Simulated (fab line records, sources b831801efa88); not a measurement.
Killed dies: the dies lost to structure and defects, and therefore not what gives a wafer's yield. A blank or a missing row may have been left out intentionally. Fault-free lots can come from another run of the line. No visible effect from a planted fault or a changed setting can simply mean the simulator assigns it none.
fab line records	flow sky130
record: lots: 6	wafers: 18	lastDay: 50
route steps=708 shown CONTACT@411 PAD_OPEN@708
lots that met no fault: taken from a fault-free run of the same line
startH: hours from the record's opening day to when the first of the lot's shown wafers began	waitH: hours elapsed since this lot's preceding step	" unchanged from the row above	L1.1+2: one row covering several wafers at once	- either no value or no given start	* or withheld: withheld	< > ~ a bound
route shown NAME@n: names a module that has steps shown in the file, with the first one's number in the route	usual: mean/standard deviation of fault-free wafers	same: alike in all rows	chamber/n: place in a boat	sites: each site's reading	_std_site: their standard deviation	_edge_site: outer sites' mean less inner sites'	radiusMm: how far each site lies from the wafer's centre	mask NAME#n: copy n	behind: the tool/chamber that last shaped the wafer	hold: why the lot went on hold/how many hours it stayed there/how the hold came to an end	device: names the non-switching transistor (n, p or np)	end of line: tests run on the same wafers once the route is complete	a step given without rows: its recipe and nothing more	killed: dies that structure and defects cost at the first sort, which is not the same as the wafer's yield	map: shows each die of a wafer: x if killed, . if not, _ if none is there
set.NAME: the setting as run; set.NAME@STEP: as run at that earlier step	model.NAME: the simulator's own value behind a step, which no gauge read
lots seen at some steps along the route; tables by step, rows by wafer
services: a tool's chamber out of use, with start hour (startH, from the record's first day; less than 0 if before it), hours out, and reason
== steps ==
step: SKY_CONTACT_BOW_MEAS_05
recipe: mode: bow
usual: CONTACT_BOW: 81/6.6
lot.wafer	tool	chamber	startH	waitH	CONTACT_BOW[um]
L270.2	filmMetro-02	-	711.87	0.1	76
L270.4	"	-	"	"	78
L270.6	"	-	"	"	76
L273.1	filmMetro-02	-	751.77	0.1	76
L273.2	"	-	"	"	84
L273.4	"	-	"	"	81
L274.1	filmMetro-04	-	752.37	0.1	87
L274.3	"	-	"	"	83
L274.5	"	-	"	"	77
L284.2	filmMetro-04	-	828.62	0.1	78
L284.3	"	-	"	"	92
L284.6	"	-	"	"	77
L283.1	filmMetro-04	-	832.24	0.2	77
L283.4	"	-	"	"	78
L283.6	"	-	"	"	96
L291.2	filmMetro-04	-	877.87	0.2	77
L291.3	"	-	"	"	82
L291.4	"	-	"	"	91
step: SKY_CONTACT_DEHYDRATE_06
recipe: tempC: 200	timeS: 60
step: SKY_CONTACT_HMDS_07
recipe: primeTimeS: 60	primeTempC: 120
step: SKY_CONTACT_COAT_08
recipe: resist: BARC	tempC: withheld	timeS: withheld	spinRpm: 3000	resistThkNm: 60
step: SKY_CONTACT_COAT_09
recipe: resist: KrF-thick	spinRpm: 3000	resistThkNm: 450
step: SKY_CONTACT_SOFTBAKE_10
recipe: tempC: 100	timeS: 90	resist: KrF-thick
step: SKY_CONTACT_EXPOSE_11
recipe: maskId: CTM1	na: 0.8	sourceShape: annular	sigmaInner: 0.55	sigmaOuter: 0.85	targetCdNm: 170	doseMj: 38
step: SKY_CONTACT_PEB_12
recipe: pebTempC: withheld	pebTimeS: withheld	resist: KrF-thick
step: SKY_CONTACT_DEVELOP_13
recipe: developTimeS: 57.27	resist: KrF-thick	devTempC: 21
step: SKY_CONTACT_CD_MEAS_14
recipe: targetCdNm: 170
usual: cdNm: 170.3/1.5
lot.wafer	tool	chamber	startH	waitH	cdNm
L270.2	cdSem-01	-	739.54	-	169.8
L270.4	"	-	"	"	170.1
L270.6	"	-	"	"	170.3
L273.1	cdSem-01	-	777.97	-	170.2
L273.2	"	-	"	"	170.6
L273.4	"	-	"	"	171.4
L274.1	cdSem-02	-	779.11	-	167.9
L274.3	"	-	"	"	168.8
L274.5	"	-	"	"	165.7
L284.2	cdSem-02	-	855.08	-	170.4
L284.3	"	-	"	"	170.7
L284.6	"	-	"	"	171.0
L283.1	cdSem-01	-	858.87	-	168.0
L283.4	"	-	"	"	170.9
L283.6	"	-	"	"	169.4
L291.2	cdSem-01	-	903.73	-	171.7
L291.3	"	-	"	"	172.4
L291.4	"	-	"	"	172.8
step: SKY_CONTACT_OVL_MEAS_15
usual: CONTACT_OVL: 0/6.8
lot.wafer	tool	chamber	startH	waitH	CONTACT_OVL[nm]
L270.2	overlay-02	-	739.65	0.1	-6
L270.4	"	-	"	"	0
L270.6	"	-	"	"	-4
L273.1	overlay-02	-	778.09	0.1	5
L273.2	"	-	"	"	-3
L273.4	"	-	"	"	-7
L274.1	overlay-02	-	779.23	0.1	4
L274.3	"	-	"	"	4
L274.5	"	-	"	"	8
L284.2	overlay-01	-	855.19	0.1	10
L284.3	"	-	"	"	5
L284.6	"	-	"	"	5
L283.1	overlay-01	-	858.99	0.1	-4
L283.4	"	-	"	"	-2
L283.6	"	-	"	"	-1
L291.2	overlay-02	-	903.84	0.1	14
L291.3	"	-	"	"	16
L291.4	"	-	"	"	14
step: SKY_CONTACT_ETCH_16
recipe: chemistry: N2/H2	target: BARC	ionEnergyEv: 200	sourceW: 500	biasW: 100	pressureMtorr: 30	n2FlowSccm: 100	h2FlowSccm: 200	stopOn: SiO2	timeS: 45.9	targetDepthA: 600
usual: biasW: 99.98/0.27	chamberPressureMTorr: 30.000/0.029	drypumpMotorCurrentA: 5.5/0.49	oesProductAu: 0.855/0.0042	throttleValvePct: 13.225/0.0094
lot.wafer	tool	chamber	startH	waitH	biasW	chamberPressureMTorr	drypumpMotorCurrentA	oesProductAu	rfHoursCounterH	throttleValvePct
L270.2	rieDiel-01	2	739.68	0.0	100.10	30.007	5.8	0.854	4	13.239
L270.4	"	0	"	"	99.46	30.012	5.9	0.856	15	13.221
L270.6	"	1	"	"	100.21	30.042	4.9	0.854	-	13.226
L273.1	rieDiel-01	3	778.13	0.0	100.21	29.942	5.7	0.853	11	13.209
L273.2	"	2	"	"	100.40	30.021	5.8	0.850	4	13.230
L273.4	"	0	"	"	100.22	30.003	5.9	0.857	16	13.218
L274.1	rieDiel-01	0	779.27	0.0	100.10	29.997	5.9	0.852	16	13.216
L274.3	"	2	"	"	100.44	29.967	5.8	0.857	4	13.230
L274.5	"	3	"	"	99.87	29.993	5.7	0.857	-	13.221
L284.2	rieDiel-04	1	855.22	0.0	100.22	29.996	5.0	0.858	19	13.224
L284.3	"	3	"	"	99.74	29.996	4.8	0.856	10	13.224
L284.6	"	1	"	"	99.98	29.992	5.0	0.857	-	13.226
L283.1	rieDiel-04	3	859.03	0.0	99.90	29.996	4.8	0.857	10	13.233
L283.4	"	3	"	"	99.81	30.016	4.8	0.855	-	13.213
L283.6	"	2	"	"	99.72	30.047	5.7	0.852	-	13.241
L291.2	rieDiel-03	2	903.87	0.0	100.06	29.967	5.1	0.859	9	13.232
L291.3	"	1	"	"	100.16	30.027	6.7	0.860	10	13.225
L291.4	"	3	"	"	99.75	30.038	4.8	0.864	24	13.230
step: SKY_CONTACT_ETCH_17
recipe: target: SiO2	chemistry: C4F8/O2/Ar	stopOn: Si3N4	maskMaterial: KrF-thick	sourceW: 1500	biasW: 1200	pressureMtorr: 40	c4f8FlowSccm: withheld	O2_flow_sccm: 6	Ar_flow_sccm: 300	timeS: withheld	targetDepthA: 3400
usual: biasW: 1200/3.4	chamberPressureMTorr: 40.00/0.034	oesProductAu: 0.891/0.0047
lot.wafer	tool	chamber	startH	waitH	biasW	chamberPressureMTorr	oesProductAu	model.KrF-thick_of_CONTACT_COAT_09.thkNm
L270.2	rieDiel-01	2	739.72	0.0	1206	39.98	0.890	322.9
L270.4	"	0	"	"	1205	39.99	0.892	326.1
L270.6	"	1	"	"	1198	40.00	0.894	324.6
L273.1	rieDiel-01	3	778.17	0.0	-	-	-	391.4
L273.2	"	2	"	"	-	-	-	390.3
L273.4	"	0	"	"	-	-	-	392.9
L274.1	rieDiel-01	0	779.31	0.0	-	-	-	391.7
L274.3	"	2	"	"	-	-	-	389.2
L274.5	"	3	"	"	-	-	-	390.8
L284.2	rieDiel-04	1	855.26	0.0	1202	39.94	0.896	325.6
L284.3	"	3	"	"	1198	39.97	0.893	327.5
L284.6	"	1	"	"	1199	40.04	0.892	327.3
L283.1	rieDiel-04	3	859.07	0.0	1201	40.01	0.890	326.6
L283.4	"	3	"	"	1198	39.94	0.883	326.3
L283.6	"	2	"	"	1202	40.00	0.900	327.4
L291.2	rieDiel-03	2	903.91	0.0	1198	39.94	0.897	329.5
L291.3	"	1	"	"	1197	39.99	0.888	325.1
L291.4	"	3	"	"	1197	39.91	0.895	326.1
step: SKY_CONTACT_ETCH_18
recipe: target: Si3N4	chemistry: CHF3/O2	stopOn: TiN	sourceW: 600	biasW: 200	pressureMtorr: 40	chf3FlowSccm: 50	O2_flow_sccm: 5	timeS: 39	targetDepthA: 750
usual: O2_flow_sccm: 5.000/0.016	biasW: 200.0/0.6	drypumpMotorCurrentA: 5.5/0.49	oesProductAu: 0.854/0.0077	throttleValvePct: 8.793/0.0084
lot.wafer	tool	chamber	startH	waitH	O2_flow_sccm	biasW	drypumpMotorCurrentA	oesProductAu	rfHoursCounterH	throttleValvePct	model.KrF-thick_of_CONTACT_COAT_09.thkNm
L270.2	rieDiel-01	2	-	-	4.995	199.9	5.8	0.849	4	8.783	236.3
L270.4	"	0	"	"	5.001	199.9	5.9	0.863	15	8.774	242.2
L270.6	"	1	"	"	5.008	200.9	4.9	0.858	-	8.802	239.2
L273.1	rieDiel-01	3	-	-	4.987	200.2	5.7	0.372	11	8.683	307.1
L273.2	"	2	"	"	5.011	201.2	5.8	0.368	4	8.660	303
L273.4	"	0	"	"	4.981	200.4	5.9	0.380	16	8.667	308
L274.1	rieDiel-01	0	-	-	4.992	199.8	5.9	0.368	16	8.682	307.7
L274.3	"	2	"	"	5.016	200.2	5.8	0.377	4	8.669	302.3
L274.5	"	3	"	"	5.007	199.9	5.7	0.378	-	8.672	306.4
L284.2	rieDiel-04	1	-	-	4.989	199.4	4.9	0.850	19	8.804	239.5
L284.3	"	3	"	"	5.000	198.7	4.8	0.862	10	8.792	242.8
L284.6	"	1	"	"	4.985	199.4	5.0	0.864	-	8.804	241.1
L283.1	rieDiel-04	3	-	-	4.995	199.7	4.8	0.846	10	8.783	242.3
L283.4	"	3	"	"	5.010	199.2	4.8	0.859	-	8.783	241.4
L283.6	"	2	"	"	5.001	200.0	5.7	0.861	-	8.809	243.1
L291.2	rieDiel-03	2	-	-	5.048	200.2	5.2	0.855	9	8.787	246.6
L291.3	"	1	"	"	4.983	199.7	6.7	0.862	10	8.776	238.5
L291.4	"	3	"	"	4.967	199.9	4.7	0.862	24	8.801	240.8
step: SKY_CONTACT_STRIP_19
recipe: chemistry: O2/N2	powerW: 1400	pressureMtorr: 1500	platenTempC: withheld	o2FlowSccm: 3000	n2FlowSccm: 300	overashFraction: 0.5
usual: drypumpMotorCurrentA: 5.56/0.29	oesProductAu: 0.381/0.0046	stripTimeToEndpointS: 3.61/0.033
lot.wafer	tool	chamber	startH	waitH	drypumpMotorCurrentA	oesProductAu	rfHoursCounterH	stripTimeToEndpointS
L270.2	plasmaAsher-03	1	739.81	-	5.15	0.376	62	3.56
L270.4	"	0	"	"	5.44	0.379	-	3.61
L270.6	"	1	"	"	5.15	0.375	-	3.58
L273.1	plasmaAsher-02	1	778.26	-	5.53	0.412	3	4.30
L273.2	"	0	"	"	5.64	0.403	3	4.25
L273.4	"	1	"	"	5.52	0.411	-	4.29
L274.1	plasmaAsher-02	0	779.40	-	5.61	0.411	3	4.31
L274.3	"	0	"	"	5.65	0.412	-	4.25
L274.5	"	1	"	"	5.53	0.409	-	4.29
L284.2	plasmaAsher-03	0	855.35	-	5.45	0.378	73	3.59
L284.3	"	1	"	"	5.16	0.378	-	3.63
L284.6	"	1	"	"	5.13	0.385	-	3.60
L283.1	plasmaAsher-01	0	859.16	-	6.09	0.384	101	3.60
L283.4	"	1	"	"	5.59	0.378	-	3.60
L283.6	"	0	"	"	6.07	0.379	-	3.62
L291.2	plasmaAsher-01	1	904.00	-	5.60	0.380	106	3.65
L291.3	"	1	"	"	5.58	0.372	-	3.57
L291.4	"	0	"	"	6.08	0.388	-	3.58
step: SKY_CONTACT_STRIP_20
recipe: chemistry: postEtchResidueRemover	timeS: 1200	tempC: 72.5
step: SKY_PAD_OPEN_PROBE_99
usual: killed_at_M0_to_M3: 43/7.6	killed_at_M4_up: 2.9/1.9	killedAtContacts: 24/5	killedAtFrontEnd: 15/4.3	killedAtOther: 0.3/0.54	killedDies: 85/10	killedOnRim: 17/3.9	killedOpen: 47/7	killedShort: 38/6.4
same: grossDies: 492	killedAtBackSide: 0
lot.wafer	tool	chamber	startH	waitH	killed_at_M0_to_M3	killed_at_M4_up	killedAtContacts	killedAtFrontEnd	killedAtOther	killedDies	killedOnRim	killedOpen	killedShort
L270.2	prober-01	-	1081.23	0.1	38	4	24	17	0	83	9	40	43
L270.4	prober-01	-	1081.33	0.2	34	4	27	18	1	84	17	39	45
L270.6	prober-01	-	1081.43	0.2	45	5	32	23	0	105	23	49	56
L273.1	prober-02	-	1107.06	0.1	223	69	109	15	76	492	96	46	32
L273.2	prober-02	-	1107.11	0.1	249	62	109	11	61	492	96	47	29
L273.4	prober-02	-	1107.21	0.2	209	75	125	16	67	492	96	48	46
L274.1	prober-01	-	1111.08	0.1	247	61	105	12	67	492	96	46	46
L274.3	prober-01	-	1111.18	0.2	231	54	125	15	67	492	96	45	30
L274.5	prober-01	-	1111.28	0.2	240	64	111	16	61	492	96	41	29
L284.2	prober-02	-	1168.16	0.1	45	5	19	20	0	89	17	53	36
L284.3	prober-02	-	1168.21	0.2	51	5	23	14	0	93	19	53	40
L284.6	prober-02	-	1168.36	0.2	33	0	23	18	0	74	12	34	40
L283.1	prober-01	-	1169.39	0.1	33	5	31	20	0	89	19	51	38
L283.4	prober-01	-	1169.54	0.2	42	1	28	10	0	81	15	48	33
L283.6	prober-01	-	1169.64	0.2	56	1	23	13	0	93	23	57	36
L291.2	prober-02	-	1199.43	0.1	43	6	15	23	0	87	17	44	43
L291.3	prober-02	-	1199.48	0.2	48	5	23	18	0	94	17	52	42
L291.4	prober-02	-	1199.53	0.2	51	2	17	17	0	87	17	42	45
killed by level:class
L270.2 LI_CONTACT:geometricParticle:open=9 VIA2:geometricParticle:open=8 FIELD_ISO:geometricParticle:short=7 METAL2:geometricParticle:short=6 VIA1:geometricParticle:short=5 LOCAL_INTERCONNECT:geometricParticle:short=5 VIA1:geometricParticle:open=5 METAL3:geometricParticle:short=5
L270.4 CONTACT:geometricParticle:open=10 VIA1:geometricParticle:open=8 POLY_GATE:geometricParticle:short=7 LI_CONTACT:geometricParticle:open=7 CONTACT:geometricParticle:short=7 FIELD_ISO:geometricParticle:short=5 VIA1:geometricParticle:short=5 METAL1:geometricParticle:short=5
L270.6 CONTACT:geometricParticle:open=12 VIA1:geometricParticle:open=11 CONTACT:geometricParticle:short=9 POLY_GATE:geometricParticle:short=8 VIA2:geometricParticle:open=7 METAL1:geometricParticle:short=6 FIELD_ISO:geometricParticle:short=5 LI_CONTACT:geometricParticle:open=5
L273.1 CONTACT:areaEtch=86 METAL2:areaExpose=42 CAP2M:areaExpose=40 METAL4:areaExpose=39 METAL1:areaExpose=39 METAL3:areaExpose=37 CAPM:areaExpose=36 VIA4:areaExpose=27
L273.2 CONTACT:areaEtch=85 METAL1:areaExpose=39 CAPM:areaExpose=36 VIA3:areaExpose=36 METAL2:areaExpose=36 VIA2:areaExpose=35 VIA1:areaExpose=34 METAL4:areaExpose=31
L273.4 CONTACT:areaEtch=96 CAPM:areaExpose=39 METAL4:areaExpose=34 VIA4:areaExpose=33 VIA3:areaExpose=33 VIA2:areaExpose=30 VIA1:areaExpose=29 CAP2M:areaExpose=28
L274.1 CONTACT:areaEtch=88 CAP2M:areaExpose=39 VIA3:areaExpose=36 METAL1:areaExpose=33 VIA2:areaExpose=32 VIA1:areaExpose=32 VIA4:areaExpose=31 METAL2:areaExpose=29
L274.3 CONTACT:areaEtch=107 METAL2:areaExpose=42 CAP2M:areaExpose=42 METAL3:areaExpose=34 VIA2:areaExpose=33 VIA4:areaExpose=32 METAL1:areaExpose=31 VIA3:areaExpose=26
L274.5 CONTACT:areaEtch=93 METAL2:areaExpose=47 VIA3:areaExpose=43 VIA1:areaExpose=32 METAL3:areaExpose=31 CAP2M:areaExpose=31 METAL4:areaExpose=31 CAPM:areaExpose=30
L284.2 VIA2:geometricParticle:open=13 VIA1:geometricParticle:open=9 LI_CONTACT:geometricParticle:open=8 FIELD_ISO:geometricParticle:open=5 POLY_GATE:geometricParticle:open=5 POLY_GATE:geometricParticle:short=5 CONTACT:geometricParticle:short=5 VIA1:geometricParticle:short=5
L284.3 VIA1:geometricParticle:open=17 CONTACT:geometricParticle:open=9 VIA2:geometricParticle:open=6 LI_CONTACT:geometricParticle:open=5 VIA3:geometricParticle:open=5 METAL3:geometricParticle:short=4 LI_CONTACT:geometricParticle:short=4 VIA3:geometricParticle:short=4
L284.6 CONTACT:geometricParticle:open=9 VIA1:geometricParticle:open=8 LOCAL_INTERCONNECT:geometricParticle:short=6 METAL2:geometricParticle:short=5 FIELD_ISO:geometricParticle:open=4 FIELD_ISO:geometricParticle:short=4 VIA3:geometricParticle:open=4 POLY_GATE:geometricParticle:short=3
L283.1 LI_CONTACT:geometricParticle:open=11 CONTACT:geometricParticle:open=10 FIELD_ISO:geometricParticle:open=6 VIA1:geometricParticle:open=6 METAL4:geometricParticle:short=5 METAL1:geometricParticle:short=5 LOCAL_INTERCONNECT:geometricParticle:short=4 METAL2:geometricParticle:short=4
L283.4 VIA1:geometricParticle:open=13 CONTACT:geometricParticle:open=7 METAL1:geometricParticle:short=7 LI_CONTACT:geometricParticle:open=6 CONTACT:geometricParticle:short=6 VIA2:geometricParticle:open=6 LI_CONTACT:geometricParticle:short=4 VIA3:geometricParticle:open=4
L283.6 VIA1:geometricParticle:open=13 CONTACT:geometricParticle:open=11 VIA2:geometricParticle:open=11 METAL2:geometricParticle:short=6 VIA1:geometricParticle:short=6 VIA3:geometricParticle:open=6 METAL1:geometricParticle:short=5 LI_CONTACT:geometricParticle:open=4
L291.2 FIELD_ISO:geometricParticle:open=9 FIELD_ISO:geometricParticle:short=9 VIA1:geometricParticle:open=7 VIA1:geometricParticle:short=6 VIA3:geometricParticle:open=6 LOCAL_INTERCONNECT:geometricParticle:short=5 METAL1:geometricParticle:short=5 CONTACT:geometricParticle:open=5
L291.3 VIA1:geometricParticle:open=11 CONTACT:geometricParticle:open=9 FIELD_ISO:geometricParticle:open=8 VIA3:geometricParticle:open=8 FIELD_ISO:geometricParticle:short=6 VIA2:geometricParticle:open=6 VIA1:geometricParticle:short=6 LOCAL_INTERCONNECT:geometricParticle:short=5
L291.4 FIELD_ISO:geometricParticle:short=10 VIA3:geometricParticle:open=9 METAL2:geometricParticle:short=8 VIA1:geometricParticle:short=7 VIA1:geometricParticle:open=7 VIA2:geometricParticle:open=6 CONTACT:geometricParticle:open=6 LI_CONTACT:geometricParticle:open=3
map L273.1 (x killed, . not)
__________xxxxxxxxxx_________
________xxxxxxxxxxxxxx_______
______xxxxxxxxxxxxxxxxxx_____
_____xxxxxxxxxxxxxxxxxxxx____
____xxxxxxxxxxxxxxxxxxxxxx___
___xxxxxxxxxxxxxxxxxxxxxxxx__
__xxxxxxxxxxxxxxxxxxxxxxxxxx_
_xxxxxxxxxxxxxxxxxxxxxxxxxxxx
_xxxxxxxxxxxxxxxxxxxxxxxxxxxx
_xxxxxxxxxxxxxxxxxxxxxxxxxxxx
_xxxxxxxxxxxxxxxxxxxxxxxxxxxx
_xxxxxxxxxxxxxxxxxxxxxxxxxxxx
_xxxxxxxxxxxxxxxxxxxxxxxxxxxx
_xxxxxxxxxxxxxxxxxxxxxxxxxxxx
_xxxxxxxxxxxxxxxxxxxxxxxxxxxx
__xxxxxxxxxxxxxxxxxxxxxxxxxx_
___xxxxxxxxxxxxxxxxxxxxxxxx__
____xxxxxxxxxxxxxxxxxxxxxx___
_____xxxxxxxxxxxxxxxxxxxx____
______xxxxxxxxxxxxxxxxxx_____
________xxxxxxxxxxxxxx_______
__________xxxxxxxxxx_________
map L274.1 (x killed, . not)
__________xxxxxxxxxx_________
________xxxxxxxxxxxxxx_______
______xxxxxxxxxxxxxxxxxx_____
_____xxxxxxxxxxxxxxxxxxxx____
____xxxxxxxxxxxxxxxxxxxxxx___
___xxxxxxxxxxxxxxxxxxxxxxxx__
__xxxxxxxxxxxxxxxxxxxxxxxxxx_
_xxxxxxxxxxxxxxxxxxxxxxxxxxxx
_xxxxxxxxxxxxxxxxxxxxxxxxxxxx
_xxxxxxxxxxxxxxxxxxxxxxxxxxxx
_xxxxxxxxxxxxxxxxxxxxxxxxxxxx
_xxxxxxxxxxxxxxxxxxxxxxxxxxxx
_xxxxxxxxxxxxxxxxxxxxxxxxxxxx
_xxxxxxxxxxxxxxxxxxxxxxxxxxxx
_xxxxxxxxxxxxxxxxxxxxxxxxxxxx
__xxxxxxxxxxxxxxxxxxxxxxxxxx_
___xxxxxxxxxxxxxxxxxxxxxxxx__
____xxxxxxxxxxxxxxxxxxxxxx___
_____xxxxxxxxxxxxxxxxxxxx____
______xxxxxxxxxxxxxxxxxx_____
________xxxxxxxxxxxxxx_______
__________xxxxxxxxxx_________
== services ==
tool	chamber	startH	hours	kind
plasmaAsher-01	-	732.18	2.8	pm
plasmaAsher-02	-	733.80	9.0	pm
plasmaAsher-02	0	733.80	9.0	ventCycle
plasmaAsher-02	1	733.80	9.0	ventCycle
plasmaAsher-02	0	742.80	-	clean
plasmaAsher-02	1	742.80	-	clean
plasmaAsher-02	-	751.26	4.6	repair
rieDiel-01	1	778.26	-	clean
rieDiel-01	1	778.26	22.6	scheduledDown
rieDiel-01	1	778.26	22.6	ventCycle
rieDiel-04	0	785.23	7.2	repair
plasmaAsher-01	-	815.12	2.1	repair
plasmaAsher-02	-	831.02	2.7	repair
rieDiel-01	0	831.13	16.3	repair
rieDiel-04	1	857.28	132.0	repair
plasmaAsher-01	-	869.28	0.9	repair
rieDiel-03	0	877.53	3.0	repair
rieDiel-01	1	889.88	3.0	repair
rieDiel-01	-	901.19	2.8	pm
== key ==
firstSign: step: SKY_CONTACT_ETCH_17	reading: toolRecord	direction: missing
effect: step: SKY_CONTACT_ETCH_18	reading: oesProductAu	direction: down	sigmas: 62	usual: 0.854	struck: 0.374
effect: step: SKY_CONTACT_STRIP_19	reading: stripTimeToEndpointS	direction: up	sigmas: 20	usual: *	struck: *
effect: step: SKY_PAD_OPEN_PROBE_99	reading: killedAtOther	direction: up	sigmas: 66	usual: 0.3	struck: 66.5
modelEffect: step: SKY_CONTACT_ETCH_17	value: KrF-thick_of_CONTACT_COAT_09.thkNm	without: 325.3	struck: 391.1
modelEffect: step: SKY_CONTACT_ETCH_18	value: KrF-thick_of_CONTACT_COAT_09.thkNm	without: 240	struck: 305.7
moreKillsBornAt: SKY_CONTACT_ETCH_17@rieDiel-01: 555
metAt SKY_CONTACT_ETCH_17
struckWafers L273.1,L273.2,L273.4,L274.1,L274.3,L274.5
laterRowsLeftOut L273.1,L273.2,L273.4,L274.1,L274.3,L274.5
testerLeftOut L273,L274
onsetBetween 739.72 778.17
fault: kind: skippedStepWhole	tool: rieDiel-01	chamber: -	onsetH: 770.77	steps: SKY_CONTACT_ETCH_17	scope: struckLotsOnly
testerLeftOut: of these lots the tester's yield and bins aren't shown, on N5 and GAA mostly nor the transistor test; their killed dies are dies lost to structure and defects alone, not to doping, threshold or leakage, so they don't give the yield
laterRowsLeftOut: the simulator's readings of these wafers behind a module that went badly wrong aren't trusted and aren't shown, but for the sort
